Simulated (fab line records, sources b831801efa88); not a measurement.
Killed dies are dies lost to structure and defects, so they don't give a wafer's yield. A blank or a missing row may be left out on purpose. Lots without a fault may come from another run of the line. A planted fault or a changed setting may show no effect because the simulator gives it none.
Problem report in the 8D (eight disciplines) form, filled by code | flow sky130 | the parts of the form that need people (team, actions taken, sign-off) are left out

1. THE PROBLEM
SD_N_RS at SKY_SD_N_RS_MEAS_16 reads a mean of 67.90 ohm/sq on 1 wafer of 1 lot; wafers without a fault read 68.61 ohm/sq with a standard deviation of 0.12. That is -5.9 standard deviations from the usual mean.
The step: measures by four-point-probe.
First seen on wafer L250.5, day 33 21:29, on film_metro-02. The record holds 13 wafers of 5 lots with a number at this step. Rule for "out", or "out of limits": more than 4 standard deviations from the usual mean. The other wafers with a number count as sound.

2. WHAT IT IS AND WHAT IT IS NOT
question                    | is                     | is not
which readings at this step | SD_N_RS                | -
which lots                  | L250                   | L236, L242, L253, L255
which wafers of those lots  | all that have a number | -
read on which gauges        | film_metro-02          | film_metro-01, film_metro-03
when                        | from day 33 21:29      | up to then (6 sound wafers); but 6 sound wafers of L253, L255 came after

3. SUSPECTS, AND WHAT RULES EACH OUT
Counting: a tool at a process step up to the reading stays a suspect if it ran every lot that is out and no sound lot after the first of them.
- the gauge at SKY_SD_N_RS_MEAS_16: ruled out. All the wafers that are out were read on film_metro-02, but those of them that SKY_SD_N_RTA_14 has rows for are out there too, on other tools.
- plasma_asher-04 at SKY_SD_N_STRIP_11 (strips in O2/N2): kept. It ran the lot that is out, L250 (day 33 21:05), and no sound lot after that.
- rtp_anneal-01 at SKY_SD_N_RTA_14 (time 2 s): kept. It ran the lot that is out, L250 (day 33 21:16), and no sound lot after that; its last sound lot up to then is L242 (day 31 14:17). Its own readings are out on those wafers: wafer_temp_C_max.
Left after counting: plasma_asher-04 at SKY_SD_N_STRIP_11, rtp_anneal-01 at SKY_SD_N_RTA_14.

4. THE CAUSE (what the simulator had put in)
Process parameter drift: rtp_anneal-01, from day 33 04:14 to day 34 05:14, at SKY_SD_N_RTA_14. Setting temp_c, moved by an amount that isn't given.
Counting left 2 suspects, and this tool is among them.

5. THE CHAIN OF EFFECTS, in route order
Each row: a reading whose mean over the struck wafers that have a number lies more than 3 standard deviations from the usual. Only readings for which the record gives a usual standard deviation are gone through. hours: the time from each lot's start at the first step in this table that gives one to its start at this step, as a median over the lots. sigmas: the change in usual standard deviations.
hours | step                | reading          | usual        | on struck wafers | change | sigmas
0     | SKY_SD_N_RTA_14     | wafer_temp_C_max | 1078.0       | 1084.2           | +6.2   | +4.1
0     | SKY_SD_N_RS_MEAS_16 | SD_N_RS          | 68.61 ohm/sq | 67.90            | -0.71  | -5.9
0     | SKY_SD_N_RS_MEAS_17 | SD_P_RS          | 147.1 ohm/sq | 143.4            | -3.7   | -9.5
The process steps in it:
- SKY_SD_N_RTA_14: time 2 s.
Later measuring or inspecting steps at which every struck wafer that the step has a row for has a number for every such reading, and none has moved that far: SKY_SD_N_RS_MEAS_18.

6. WHAT WOULD HAVE CAUGHT IT SOONER
In this record the first reading out of limits at a measuring or inspecting step was taken at day 33 21:29, 17 hours after the fault began at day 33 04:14.
The tool's own readings at SKY_SD_N_RTA_14 were out on every struck wafer that the step has a row for (wafer_temp_C_max): an alarm limit on them would have fired on the first of those.
All the lots that are out (1) had begun SKY_SD_N_RTA_14 on rtp_anneal-01 by day 33 21:29. A hold on the tool at that time would have spared none of them.
